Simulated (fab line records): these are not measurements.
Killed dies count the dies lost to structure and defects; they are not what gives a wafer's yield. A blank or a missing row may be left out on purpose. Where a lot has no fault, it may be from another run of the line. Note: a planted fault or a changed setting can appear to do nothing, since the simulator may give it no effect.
fab line records    flow sky130
record: lots: 6  wafers: 18  last_day: 49
route steps=708 shown SD_P@323 RES_XHIGH@332 PAD_OPEN@708
lots that met no fault: from a run of the same line without faults
start_h: hours from the record's opening day to when the first of the lot's shown wafers began    wait_h: how many hours have passed since the lot's step before this one    " identical to the entry in the row above    L1.1+2: several wafers, shown together as one row    - no value present, or no start provided    * or withheld: withheld    < > ~ a bound
route shown NAME@n: names a module that has steps shown in the file, with the first one's number in the route    usual: mean/standard deviation taken from wafers without a fault    same: alike in all rows    chamber/n: place in a boat    sites: each site's reading    _std_site: their standard deviation    _edge_site: mean of outer sites minus mean of inner sites    radius_mm: how far each site lies from the wafer's centre    mask NAME#n: copy n    behind: the most recent tool/chamber to have shaped the wafer    hold: cause of the lot's hold/its duration in hours/its outcome    device: whichever transistor did not switch (one of n, p or np)    end of line: at the end of the route, the tests of the same wafers    a step with no rows: only its recipe    killed: dies that structure and defects cost at the first sort, which is not the same as the wafer's yield    map: shows each die of a wafer: x if killed, . if not, _ if none is there
set.NAME: the setting that was run; set.NAME@STEP: the one run at that earlier step    model.NAME: the simulator's own value behind a step, which no gauge read
lots at some steps of the route; a table a step, a row a wafer
services: from which hour (start_h, from the record's first day; less than 0 if before it) a tool's chamber was out of use, for how many hours, and why
== steps ==
step: SKY_SD_P_SOFTBAKE_03
recipe: temp_c: 90  time_s: 60  resist: NOVOLAK
step: SKY_SD_P_EXPOSE_04
recipe: mask_id: PSDM  na: 0.6  source_shape: conventional  sigma_outer: 0.6  polarization: unpolarized  target_cd_nm: 380  dose_mj: 138
step: SKY_SD_P_PEB_05
recipe: temp_c: withheld  time_s: *  resist: NOVOLAK
step: SKY_SD_P_DEVELOP_06
recipe: resist: NOVOLAK  developer: TMAH  develop_time_s: 60  dev_temp_c: 23
step: SKY_SD_P_CD_MEAS_07
recipe: target_cd_nm: 380
usual: cd_nm: 380.7/2.5
lot.wafer  tool       chamber  start_h  wait_h  cd_nm
L194.2     cd_sem-01  -        589.66   0.1     384.8
L194.3     "          -        "        "       383.9
L194.6     "          -        "        "       382.8
L201.1     cd_sem-02  -        659.11   0.1     382.7
L201.2     "          -        "        "       379.6
L201.6     "          -        "        "       381.5
L204.1     cd_sem-02  -        680.96   0.1     378.4
L204.2     "          -        "        "       381.1
L204.5     "          -        "        "       382.2
L205.2     cd_sem-02  -        687.58   0.1     384.8
L205.3     "          -        "        "       388.2
L205.5     "          -        "        "       383.7
L212.1     cd_sem-01  -        740.46   0.1     383.8
L212.4     "          -        "        "       382.3
L212.5     "          -        "        "       381.3
L214.2     cd_sem-02  -        754.23   0.1     378.6
L214.3     "          -        "        "       381.6
L214.6     "          -        "        "       379.1
step: SKY_SD_P_OVL_MEAS_08
usual: SD_P_OVL: 0.8/1.2
lot.wafer  tool        chamber  start_h  wait_h  SD_P_OVL[nm]
L194.2     overlay-01  -        589.77   0.1     -1.1
L194.3     "           -        "        "       -0.5
L194.6     "           -        "        "       0.1
L201.1     overlay-01  -        659.23   0.1     -0.9
L201.2     "           -        "        "       -0.2
L201.6     "           -        "        "       -1.6
L204.1     overlay-01  -        681.08   0.1     2.2
L204.2     "           -        "        "       2.1
L204.5     "           -        "        "       2.6
L205.2     overlay-01  -        687.69   0.1     2.9
L205.3     "           -        "        "       2.7
L205.5     "           -        "        "       4.0
L212.1     overlay-02  -        740.58   0.1     1.3
L212.4     "           -        "        "       -0.6
L212.5     "           -        "        "       1.7
L214.2     overlay-02  -        754.34   0.1     2.7
L214.3     "           -        "        "       0.7
L214.6     "           -        "        "       0.8
step: SKY_SD_P_IMPLANT_09
recipe: species: BF2  energy_kev: 20  dose_cm2: 2.929e+15  tilt_deg: 0
step: SKY_SD_P_STRIP_10
recipe: chemistry: O2/N2  power_w: 1400  pressure_mtorr: 1500  platen_temp_c: withheld  o2_flow_sccm: 3000  n2_flow_sccm: 300  overash_fraction: 0.5
usual: chamber_pressure_mTorr: 1499.8/1.3  drypump_motor_current_A: 5.4/0.5  o2_flow_sccm: 3001/9.6  oes_product_au: 0.618/0.0049  strip_time_to_endpoint_s: 17.45/0.037
lot.wafer  tool             chamber  start_h  wait_h  chamber_pressure_mTorr  drypump_motor_current_A  o2_flow_sccm  oes_product_au  rf_hours_counter_h  strip_time_to_endpoint_s
L194.2     plasma_asher-03  0        589.95   0.1     1499.1                  5.7                      2983          0.622           47                  17.42
L194.3     "                0        "        "       1498.5                  5.7                      2979          0.618           -                   17.43
L194.6     "                1        "        "       1499.5                  4.7                      2986          0.615           -                   17.42
L201.1     plasma_asher-01  0        659.42   0.1     1500.6                  5.0                      3007          0.610           23                  17.50
L201.2     "                1        "        "       1500.2                  5.5                      3015          0.617           23                  17.55
L201.6     "                0        "        "       1498.3                  5.0                      2990          0.620           -                   17.46
L204.1     plasma_asher-03  1        681.27   0.1     1499.3                  4.7                      3008          0.620           56                  17.43
L204.2     "                0        "        "       1498.1                  5.7                      2994          0.613           56                  17.46
L204.5     "                1        "        "       1500.2                  4.7                      3014          0.623           -                   17.43
L205.2     plasma_asher-03  1        687.87   0.1     1501.5                  4.6                      3018          0.615           57                  17.47
L205.3     "                0        "        "       1500.9                  5.7                      3004          0.623           -                   17.44
L205.5     "                0        "        "       1500.7                  5.7                      2986          0.612           -                   17.51
L212.1     plasma_asher-01  1        740.77   0.1     1501.1                  5.5                      2993          0.614           31                  17.54
L212.4     "                1        "        "       1500.4                  5.5                      3002          0.613           -                   17.54
L212.5     "                0        "        "       1501.1                  4.9                      3019          0.628           -                   17.53
L214.2     plasma_asher-02  1        754.52   0.1     1501.1                  5.8                      3001          0.612           1                   17.42
L214.3     "                1        "        "       1498.9                  5.8                      2992          0.620           -                   17.39
L214.6     "                0        "        "       1499.8                  6.2                      3007          0.621           -                   17.39
step: SKY_SD_P_TW_MEAS_11
usual: SD_P_TW: 2834/33
lot.wafer  tool           chamber  start_h  wait_h  SD_P_TW
L194.2     film_metro-04  -        590.06   0.1     2816
L194.3     "              -        "        "       2825
L194.6     "              -        "        "       2835
L201.1     film_metro-04  -        659.52   0.1     2829
L201.2     "              -        "        "       2832
L201.6     "              -        "        "       2821
L204.1     film_metro-02  -        681.37   0.1     2891
L204.2     "              -        "        "       2896
L204.5     "              -        "        "       2895
L205.2     film_metro-01  -        687.98   0.1     2823
L205.3     "              -        "        "       2816
L205.5     "              -        "        "       2823
L212.1     film_metro-01  -        740.87   0.1     2818
L212.4     "              -        "        "       2802
L212.5     "              -        "        "       2807
L214.2     film_metro-01  -        754.63   0.1     2810
L214.3     "              -        "        "       2815
L214.6     "              -        "        "       2819
step: SKY_RES_XHIGH_DEHYDRATE_00
recipe: temp_c: 200  time_s: 60
step: SKY_RES_XHIGH_HMDS_01
recipe: prime_time_s: 60  prime_temp_c: 120
step: SKY_RES_XHIGH_COAT_02
recipe: resist: NOVOLAK  spin_rpm: 3000  resist_thk_nm: 1140
step: SKY_RES_XHIGH_SOFTBAKE_03
recipe: temp_c: 90  time_s: 60  resist: NOVOLAK
usual: heater_power_total_W: 56.60/0.045  run_length_s: 89.21/0.099
lot.wafer  tool            chamber  start_h  wait_h  heater_power_total_W  run_length_s
L194.2     litho_track-04  0        603.82   0.1     56.65                 89.29
L194.3     "               0        "        "       56.56                 89.29
L194.6     "               0        "        "       56.60                 89.42
L201.1     litho_track-04  0        674.05   0.1     56.52                 89.12
L201.2     "               0        "        "       56.62                 89.07
L201.6     "               0        "        "       56.55                 89.31
L204.1     litho_track-02  0        695.09   0.1     56.61                 96.39
L204.2     "               0        "        "       56.67                 96.22
L204.5     "               0        "        "       56.60                 96.22
L205.2     litho_track-02  0        701.87   0.1     56.60                 96.38
L205.3     "               0        "        "       56.68                 96.28
L205.5     "               0        "        "       56.54                 96.04
L212.1     litho_track-01  0        753.96   0.1     56.60                 89.21
L212.4     "               0        "        "       56.63                 89.14
L212.5     "               0        "        "       56.66                 89.42
L214.2     litho_track-01  0        767.69   0.1     56.62                 89.16
L214.3     "               0        "        "       56.54                 89.43
L214.6     "               0        "        "       56.59                 89.09
step: SKY_RES_XHIGH_EXPOSE_04
recipe: mask_id: URPM  na: 0.6  source_shape: conventional  sigma_outer: 0.6  polarization: unpolarized  target_cd_nm: 1270  dose_mj: 140
step: SKY_PAD_OPEN_PROBE_99
usual: killed_at_M0_to_M3: 43/6.9  killed_at_M4_up: 3.2/2  killed_at_contacts: 25/5.1  killed_at_front_end: 15/4.5  killed_at_other: 0.2/0.51  killed_dies: 85/9.5  killed_open: 48/6.9  killed_short: 38/6.7
same: gross_dies: 492  killed_at_back_side: 0
lot.wafer  tool       chamber  start_h  wait_h  killed_at_M0_to_M3  killed_at_M4_up  killed_at_contacts  killed_at_front_end  killed_at_other  killed_dies  killed_open  killed_short
L194.2     prober-01  -        1075.98  0.1     43                  1                26                  8                    0                78           51           27
L194.3     prober-01  -        1076.03  0.2     37                  3                16                  25                   0                81           40           41
L194.6     prober-01  -        1076.18  0.2     42                  3                19                  10                   2                76           43           33
L201.1     prober-02  -        1124.05  0.1     48                  0                26                  10                   0                84           54           30
L201.2     prober-02  -        1124.10  0.1     48                  5                20                  18                   0                91           53           38
L201.6     prober-02  -        1124.30  0.2     44                  5                17                  9                    0                75           49           26
L204.1     prober-01  -        1139.34  0.1     50                  3                29                  20                   0                102          62           40
L204.2     prober-01  -        1139.39  0.1     45                  9                18                  22                   0                94           48           46
L204.5     prober-01  -        1139.54  0.2     60                  4                33                  22                   0                119          71           48
L205.2     prober-02  -        1144.18  0.1     39                  9                27                  11                   3                89           56           33
L205.3     prober-02  -        1144.23  0.2     45                  5                25                  24                   0                99           56           43
L205.5     prober-02  -        1144.33  0.2     43                  4                33                  13                   0                93           56           37
L212.1     prober-01  -        1177.96  0.1     44                  6                23                  10                   0                83           36           47
L212.4     prober-01  -        1178.11  0.2     33                  5                24                  9                    0                71           34           37
L212.5     prober-01  -        1178.16  0.2     46                  8                27                  12                   0                93           51           42
killed by level:class
L194.2 VIA1:geometric_particle:open=12 CONTACT:geometric_particle:open=10 LI_CONTACT:geometric_particle:open=8 VIA3:geometric_particle:open=8 VIA2:geometric_particle:open=6 METAL1:geometric_particle:short=5 METAL2:geometric_particle:short=5 POLY_GATE:geometric_particle:open=3
L194.3 VIA1:geometric_particle:open=11 FIELD_ISO:geometric_particle:short=6 POLY_GATE:geometric_particle:short=6 FIELD_ISO:geometric_particle:open=5 POLY_GATE:geometric_particle:open=5 CONTACT:geometric_particle:open=5 VIA2:geometric_particle:open=5 METAL2:geometric_particle:short=4
L194.6 VIA1:geometric_particle:open=10 METAL1:geometric_particle:short=7 VIA2:geometric_particle:open=7 CONTACT:geometric_particle:open=6 LI_CONTACT:geometric_particle:open=5 LOCAL_INTERCONNECT:geometric_particle:short=4 VIA1:geometric_particle:short=3 METAL2:geometric_particle:short=3
L201.1 CONTACT:geometric_particle:open=11 VIA3:geometric_particle:open=11 VIA1:geometric_particle:open=10 LI_CONTACT:geometric_particle:open=7 VIA2:geometric_particle:open=6 METAL1:geometric_particle:short=5 FIELD_ISO:geometric_particle:short=4 METAL2:geometric_particle:short=3
L201.2 VIA3:geometric_particle:open=11 VIA1:geometric_particle:open=10 LI_CONTACT:geometric_particle:open=7 POLY_GATE:geometric_particle:short=6 VIA1:geometric_particle:short=6 METAL2:geometric_particle:short=5 CONTACT:geometric_particle:open=5 METAL1:geometric_particle:short=5
L201.6 VIA1:geometric_particle:open=14 LI_CONTACT:geometric_particle:open=6 METAL2:geometric_particle:short=6 SPACER:geometric_particle:open=5 CONTACT:geometric_particle:open=5 METAL2:geometric_particle:open=5 VIA2:geometric_particle:open=5 VIA3:geometric_particle:open=4
L204.1 VIA1:geometric_particle:open=15 LI_CONTACT:geometric_particle:open=10 CONTACT:geometric_particle:open=8 METAL2:geometric_particle:short=8 VIA2:geometric_particle:open=8 FIELD_ISO:geometric_particle:open=6 POLY_GATE:geometric_particle:short=6 LOCAL_INTERCONNECT:geometric_particle:short=5
L204.2 VIA2:geometric_particle:open=8 METAL2:geometric_particle:short=8 VIA1:geometric_particle:open=8 FIELD_ISO:geometric_particle:short=7 POLY_GATE:geometric_particle:open=7 METAL4:geometric_particle:short=7 VIA3:geometric_particle:open=6 CONTACT:geometric_particle:open=6
L204.5 CONTACT:geometric_particle:open=15 VIA1:geometric_particle:open=13 VIA2:geometric_particle:open=11 LI_CONTACT:geometric_particle:open=7 VIA1:geometric_particle:short=7 VIA3:geometric_particle:short=7 FIELD_ISO:geometric_particle:open=6 METAL3:geometric_particle:short=6
L205.2 VIA1:geometric_particle:open=11 CONTACT:geometric_particle:open=10 VIA2:geometric_particle:open=8 LI_CONTACT:geometric_particle:open=6 METAL4:geometric_particle:open=5 LI_CONTACT:geometric_particle:short=4 METAL1:geometric_particle:short=4 VIA2:geometric_particle:short=4
L205.3 VIA1:geometric_particle:open=15 LI_CONTACT:geometric_particle:open=7 POLY_GATE:geometric_particle:short=6 VIA3:geometric_particle:open=6 METAL1:geometric_particle:short=6 FIELD_ISO:geometric_particle:open=5 FIELD_ISO:geometric_particle:short=5 POLY_GATE:geometric_particle:open=5
L205.5 CONTACT:geometric_particle:open=16 VIA1:geometric_particle:open=9 LI_CONTACT:geometric_particle:open=8 VIA2:geometric_particle:open=8 METAL1:geometric_particle:short=6 VIA1:geometric_particle:short=5 POLY_GATE:geometric_particle:short=4 CONTACT:geometric_particle:short=4
L212.1 CONTACT:geometric_particle:short=8 METAL1:geometric_particle:short=8 METAL2:geometric_particle:short=7 VIA3:geometric_particle:open=7 VIA1:geometric_particle:open=6 VIA2:geometric_particle:open=6 LOCAL_INTERCONNECT:geometric_particle:short=5 POLY_GATE:geometric_particle:short=4
L212.4 CONTACT:geometric_particle:short=7 CONTACT:geometric_particle:open=7 VIA3:geometric_particle:open=6 METAL2:geometric_particle:short=5 LI_CONTACT:geometric_particle:open=4 METAL1:geometric_particle:short=4 VIA1:geometric_particle:open=4 VIA2:geometric_particle:open=4
L212.5 CONTACT:geometric_particle:open=14 VIA1:geometric_particle:open=11 VIA2:geometric_particle:open=8 VIA3:geometric_particle:open=6 METAL4:geometric_particle:short=6 POLY_GATE:geometric_particle:short=5 LI_CONTACT:geometric_particle:open=5 METAL2:geometric_particle:short=5
== services ==
tool             chamber  start_h  hours  kind
plasma_asher-03  -        647.33   4.4    repair
plasma_asher-03  -        660.19   2.8    pm
plasma_asher-02  -        680.79   1.9    repair
plasma_asher-02  -        733.75   9.0    pm
plasma_asher-02  0        733.75   9.0    vent_cycle
plasma_asher-02  1        733.75   9.0    vent_cycle
plasma_asher-02  0        742.75   -      clean
plasma_asher-02  1        742.75   -      clean
== key ==
first_sign: step: SKY_RES_XHIGH_SOFTBAKE_03  reading: run_length_s  direction: up  sigmas: 71  usual: *  struck: *
effect none on later readings
met_at SKY_RES_XHIGH_SOFTBAKE_03
struck_wafers L204.1,L204.2,L204.5,L205.2,L205.3,L205.5
tester_left_out L204,L205
fault: kind: process_parameter_drift  tool: litho_track-02  chamber: -  onset_h: 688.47  steps: SKY_RES_XHIGH_SOFTBAKE_03  channel: time_s  offset: *  shape: step  end_h: 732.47  acts_in: *  stated: *
tester_left_out: of these lots the tester's yield and bins aren't shown, on N5 and GAA mostly nor the transistor test; their killed dies are dies lost to structure and defects alone, not to doping, threshold or leakage, so they don't give the yield
